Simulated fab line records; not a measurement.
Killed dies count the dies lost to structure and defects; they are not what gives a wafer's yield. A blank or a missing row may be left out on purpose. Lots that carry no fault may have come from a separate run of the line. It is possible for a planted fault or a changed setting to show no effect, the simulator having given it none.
Which tool did it?	flow gf180mcu	24 lots with 72 wafers sampled at 6 steps, on a route of 602 steps

WHAT EACH GAUGE READ, for each wafer
GF_V2_THK_MEAS_01.
lot	measured	on	V2_CVD_00_THK (nm)
L074	day 19 07:30	film_metro-01	606 591 599
L075	day 19 20:19	film_metro-03	601 600 608
L076	day 20 09:29	film_metro-01	591 585 599
L077	day 20 18:44	film_metro-01	603 602 600
L078	day 21 02:13	film_metro-04	599 601 600
L079	day 21 16:04	film_metro-03	607 601 599
L080	day 22 12:59	film_metro-03	597 597 595
L081	day 22 15:06	film_metro-03	591 593 593
L082	day 22 15:20	film_metro-04	601 607 603
L083	day 23 06:53	film_metro-03	609 598 603
L084	day 23 16:18	film_metro-01	603 606 598
L085	day 23 18:19	film_metro-03	606 611 614
L086	day 24 00:02	film_metro-01	616 611 616
L087	day 24 06:28	film_metro-01	605 604 599
L088	day 24 17:14	film_metro-03	612 600 603
L089	day 25 01:35	film_metro-03	601 612 614
L090	day 25 07:50	film_metro-04	613 606 609
L091	day 25 13:36	film_metro-03	624 610 604
L092	day 25 22:30	film_metro-01	602 610 600
L093	day 26 01:35	film_metro-01	605 608 605
L094	day 26 12:05	film_metro-03	604 613 613
L095	day 26 20:09	film_metro-01	597 604 602
L096	day 27 02:45	film_metro-03	599 604 618
L097	day 27 06:40	film_metro-03	589 598 600

GF_V4_THK_MEAS_25: measures by xrf.
lot	measured	on	V4_W_THK (nm)
L074	day 24 14:15	film_metro-04	338 347 334
L075	day 24 23:43	film_metro-03	348 344 356
L076	day 25 11:30	film_metro-03	358 352 355
L077	day 25 21:41	film_metro-03	365 357 357
L078	day 26 02:12	film_metro-03	354 354 347
L079	day 26 14:48	film_metro-04	339 348 337
L080	day 27 10:14	film_metro-03	344 345 353
L081	day 27 11:15	film_metro-03	350 348 356
L082	day 27 12:29	film_metro-04	340 339 342
L083	day 28 02:05	film_metro-03	352 355 349
L084	day 28 08:12	film_metro-04	353 334 354
L085	day 28 11:50	film_metro-04	354 349 336
L086	day 28 16:45	film_metro-03	365 347 365
L087	day 28 20:46	film_metro-03	348 365 365
L088	day 29 07:08	film_metro-04	358 354 337
L089	day 29 14:52	film_metro-01	345 346 366
L090	day 29 20:53	film_metro-03	347 344 342
L091	day 30 01:37	film_metro-03	361 346 344
L092	day 30 09:13	film_metro-01	346 342 349
L093	day 30 14:37	film_metro-01	343 342 356
L094	day 30 20:40	film_metro-03	362 348 364
L095	day 31 04:58	film_metro-04	343 363 346
L096	day 31 10:05	film_metro-03	350 361 361
L097	day 31 12:53	film_metro-01	355 354 337

GF_PASSIVATION_BOW_MEAS_14.
lot	measured	on	PASSIVATION_BOW (um)
L074	day 29 03:07	film_metro-01	149 144 137
L075	day 29 13:08	film_metro-03	139 134 140
L076	day 29 22:30	film_metro-01	164 135 152
L077	day 30 08:24	film_metro-03	133 135 129
L078	day 30 12:25	film_metro-01	132 145 142
L079	day 30 22:48	film_metro-04	151 138 142
L080	day 31 14:37	film_metro-03	128 121 131
L081	day 31 17:16	film_metro-01	147 141 155
L082	day 31 18:00	film_metro-01	124 129 132
L083	day 32 06:31	film_metro-01	134 130 136
L084	day 32 11:13	film_metro-03	130 125 136
L085	day 32 15:14	film_metro-04	153 147 159
L086	day 32 18:07	film_metro-03	144 145 144
L087	day 32 21:17	film_metro-01	150 149 141
L088	day 33 06:34	film_metro-01	142 137 127
L089	day 33 15:08	film_metro-04	140 136 136
L090	day 33 19:34	film_metro-01	144 148 150
L091	day 33 23:05	film_metro-01	139 136 129
L092	day 34 06:38	film_metro-03	131 118 135
L093	day 34 09:13	film_metro-03	134 131 125
L094	day 34 14:52	film_metro-01	142 128 141
L095	day 34 20:02	film_metro-04	158 149 155
L096	day 35 01:49	film_metro-03	147 137 146
L097	day 35 04:39	film_metro-04	148 139 135

WHAT TOOL EACH LOT RAN ON (gives the tool, then ch and the chambers of the sampled wafers, and finally the start)
lot	GF_TOP_METAL_METAL_ETCH_16	GF_TOP_METAL_STRIP_17	GF_PASSIVATION_STRIP_12
L074	rie_metal-03 ch 0,1, day 28 05:27	plasma_asher-02 ch 0,1, day 28 05:37	plasma_asher-04 ch 0,1, day 29 01:31
L075	rie_metal-03 ch 0,1, day 28 14:31	plasma_asher-03 ch 0,1, day 28 14:42	plasma_asher-04 ch 0,1, day 29 10:14
L076	rie_metal-03 ch 0,1, day 29 01:22	plasma_asher-01 ch 0,1, day 29 01:32	plasma_asher-01 ch 0,1, day 29 20:54
L077	rie_metal-04 ch 0, day 29 10:43	plasma_asher-03 ch 0,1, day 29 10:54	plasma_asher-02 ch 0,1, day 30 06:47
L078	rie_metal-02 ch 0,1, day 29 15:15	plasma_asher-01 ch 0,1, day 29 15:26	plasma_asher-02 ch 0,1, day 30 10:48
L079	rie_metal-02 ch 0,1, day 30 01:54	plasma_asher-01 ch 0,1, day 30 02:05	plasma_asher-04 ch 0,1, day 30 21:12
L080	rie_metal-02 ch 0,1, day 30 17:24	plasma_asher-01 ch 0,1, day 30 17:35	plasma_asher-04 ch 0,1, day 31 13:01
L081	rie_metal-02 ch 0,1, day 30 20:50	plasma_asher-03 ch 0,1, day 30 21:02	plasma_asher-04 ch 0,1, day 31 15:40
L082	rie_metal-03 ch 0, day 30 21:16	plasma_asher-01 ch 0,1, day 30 21:34	plasma_asher-02 ch 0,1, day 31 16:24
L083	rie_metal-02 ch 0,1, day 31 10:17	plasma_asher-02 ch 0,1, day 31 10:29	plasma_asher-04 ch 0,1, day 32 04:53
L084	rie_metal-03 ch 1, day 31 15:32	plasma_asher-03 ch 0,1, day 31 15:50	plasma_asher-02 ch 0,1, day 32 09:35
L085	rie_metal-03 ch 1, day 31 18:38	plasma_asher-03 ch 0,1, day 31 18:52	plasma_asher-04 ch 0,1, day 32 13:37
L086	rie_metal-02 ch 0,1, day 31 22:24	plasma_asher-03 ch 0, day 31 22:35	plasma_asher-04 ch 0,1, day 32 16:29
L087	rie_metal-04 ch 0,1, day 32 01:44	plasma_asher-02 ch 0,1, day 32 01:56	plasma_asher-04 ch 0,1, day 32 19:41
L088	rie_metal-02 ch 0,1, day 32 11:13	plasma_asher-02 ch 0,1, day 32 11:24	plasma_asher-01 ch 0,1, day 33 04:58
L089	rie_metal-04 ch 0,1, day 32 20:37	plasma_asher-01 ch 0,1, day 32 20:48	plasma_asher-01 ch 0,1, day 33 13:31
L090	rie_metal-04 ch 0, day 33 00:32	plasma_asher-02 ch 0,1, day 33 00:44	plasma_asher-02 ch 0,1, day 33 17:58
L091	rie_metal-04 ch 0,1, day 33 04:18	plasma_asher-03 ch 0,1, day 33 04:29	plasma_asher-04 ch 0,1, day 33 21:29
L092	rie_metal-03 ch 0,1, day 33 11:48	plasma_asher-02 ch 0,1, day 33 11:59	plasma_asher-01 ch 0,1, day 34 05:01
L093	rie_metal-02 ch 0,1, day 33 15:00	plasma_asher-01 ch 0,1, day 33 15:11	plasma_asher-04 ch 0,1, day 34 07:35
L094	rie_metal-04 ch 0,1, day 33 19:07	plasma_asher-01 ch 0,1, day 33 19:18	plasma_asher-02 ch 0, day 34 13:13
L095	rie_metal-02 ch 0,1, day 34 02:47	plasma_asher-01 ch 0,1, day 34 02:59	plasma_asher-01 ch 0,1, day 34 18:26
L096	rie_metal-04 ch 0,1, day 34 07:51	plasma_asher-01 ch 0,1, day 34 08:02	plasma_asher-02 ch 0,1, day 35 00:13
L097	rie_metal-02 ch 0,1, day 34 10:45	plasma_asher-03 ch 1, day 34 10:56	plasma_asher-01 ch 0,1, day 35 02:58
- GF_TOP_METAL_METAL_ETCH_16: etches the open film in Cl2/BCl3, stops on SiO2, target depth 1197 nm, time 199.5 s.
- GF_TOP_METAL_STRIP_17: strips in O2/N2.
- GF_PASSIVATION_STRIP_12: strips in O2/N2.

WHAT THE TOOLS THEMSELVES READ (means of the sampled wafers that have a number; where no wafer has one, the mark that the record gives instead)
GF_TOP_METAL_METAL_ETCH_16.
lot	tool	drypump_motor_current_A (A)	he_backside_leak_sccm (sccm)	oes_product_au (a.u.)	throttle_valve_pct (%)
L074	rie_metal-03	5.4	3.26	0.982	28.242
L075	rie_metal-03	5.2	3.35	0.982	28.237
L076	rie_metal-03	5.2	3.31	0.984	28.232
L077	rie_metal-04	6.1	3.16	0.993	28.228
L078	rie_metal-02	5.9	3.20	0.993	28.235
L079	rie_metal-02	6.1	3.36	0.993	28.229
L080	rie_metal-02	6.1	3.35	0.995	28.233
L081	rie_metal-02	6.0	3.25	0.991	28.233
L082	rie_metal-03	5.0	3.07	0.994	28.230
L083	rie_metal-02	6.1	3.35	1.002	28.227
L084	rie_metal-03	5.6	3.25	0.991	28.225
L085	rie_metal-03	5.6	3.32	0.987	28.233
L086	rie_metal-02	6.0	3.16	0.992	28.233
L087	rie_metal-04	5.6	3.25	0.984	28.234
L088	rie_metal-02	6.1	3.39	0.989	28.221
L089	rie_metal-04	5.8	3.25	0.987	28.231
L090	rie_metal-04	6.1	3.25	0.998	28.229
L091	rie_metal-04	5.8	3.29	0.983	28.235
L092	rie_metal-03	5.2	3.19	0.979	28.235
L093	rie_metal-02	6.1	3.35	0.988	28.232
L094	rie_metal-04	5.8	3.24	0.984	28.237
L095	rie_metal-02	6.0	3.23	0.990	28.226
L096	rie_metal-04	5.8	3.24	0.992	28.231
L097	rie_metal-02	6.0	3.21	0.989	28.232

GF_TOP_METAL_STRIP_17.
lot	tool	drypump_motor_current_A (A)	heater_power_w (W)	oes_product_au (a.u.)	strip_time_to_endpoint_s (s)
L074	plasma_asher-02	5.3	382	0.710	12.98
L075	plasma_asher-03	5.8	341	0.711	12.98
L076	plasma_asher-01	5.6	310	0.710	12.90
L077	plasma_asher-03	5.9	344	0.707	12.81
L078	plasma_asher-01	5.9	344	0.706	12.86
L079	plasma_asher-01	5.6	304	0.716	12.94
L080	plasma_asher-01	5.9	345	0.709	12.92
L081	plasma_asher-03	5.8	361	0.707	12.98
L082	plasma_asher-01	5.6	310	0.707	12.91
L083	plasma_asher-02	5.3	379	0.709	12.98
L084	plasma_asher-03	5.9	341	0.708	12.97
L085	plasma_asher-03	5.8	351	0.713	12.88
L086	plasma_asher-03	5.8	322	0.713	13.03
L087	plasma_asher-02	5.3	378	0.714	13.07
L088	plasma_asher-02	5.3	376	0.709	12.90
L089	plasma_asher-01	5.9	348	0.713	12.91
L090	plasma_asher-02	5.3	379	0.710	12.78
L091	plasma_asher-03	5.8	356	0.709	13.01
L092	plasma_asher-02	5.3	379	0.712	13.03
L093	plasma_asher-01	5.9	343	0.710	12.85
L094	plasma_asher-01	5.9	346	0.713	12.92
L095	plasma_asher-01	5.6	314	0.713	12.92
L096	plasma_asher-01	5.9	344	0.711	12.95
L097	plasma_asher-03	5.8	384	0.712	13.00

GF_PASSIVATION_STRIP_12.
lot	tool	drypump_motor_current_A (A)	heater_power_w (W)	oes_product_au (a.u.)	strip_time_to_endpoint_s (s)
L074	plasma_asher-04	5.7	323	0.718	32.9
L075	plasma_asher-04	5.7	319	0.721	33.2
L076	plasma_asher-01	5.6	309	0.717	32.8
L077	plasma_asher-02	5.5	390	0.718	33.1
L078	plasma_asher-02	5.3	380	0.720	32.9
L079	plasma_asher-04	5.6	309	0.714	33.1
L080	plasma_asher-04	5.6	313	0.715	33.2
L081	plasma_asher-04	5.6	319	0.719	33.1
L082	plasma_asher-02	5.3	384	0.724	33.1
L083	plasma_asher-04	5.6	316	0.719	32.6
L084	plasma_asher-02	5.5	388	0.720	32.9
L085	plasma_asher-04	5.7	311	0.719	33.2
L086	plasma_asher-04	5.6	310	0.722	32.8
L087	plasma_asher-04	5.7	319	0.719	33.2
L088	plasma_asher-01	5.9	344	0.723	33.0
L089	plasma_asher-01	5.6	311	0.715	32.9
L090	plasma_asher-02	5.5	390	0.717	32.9
L091	plasma_asher-04	5.6	320	0.715	32.9
L092	plasma_asher-01	5.9	349	0.720	33.1
L093	plasma_asher-04	5.6	316	0.717	32.6
L094	plasma_asher-02	5.0	375	0.720	33.1
L095	plasma_asher-01	5.6	316	0.718	32.8
L096	plasma_asher-02	5.5	386	0.719	32.9
L097	plasma_asher-01	5.6	309	0.722	32.5

THE ANSWER, worked out from the rows above alone
Rule: what is usual is taken from the lots themselves. Put in order of their means at a reading, lots are off if they are a third of the lots or fewer, leave a main group of 4 or more, and stand apart from it by a gap of 3 or more times the standard deviation of the main group's means; of several such gaps the widest counts. A main group is skipped when, at the precision printed for the reading in the tables above, its means are all equal. A lot without any number at a reading at which 4 lots or more have one is off too. Where the step has rows for the other lots, those lots are counted as sound. After the gauges, taken in route order, come the tools' own readings; for these a lot's mean is taken, as printed above. At the first step where some lot is off, the reading lying furthest off is the one used; lots without a number count as furthest.
Across all readings shown, no lot is off: no conclusion can be drawn from this.

WHAT THE SIMULATOR HAD PUT IN
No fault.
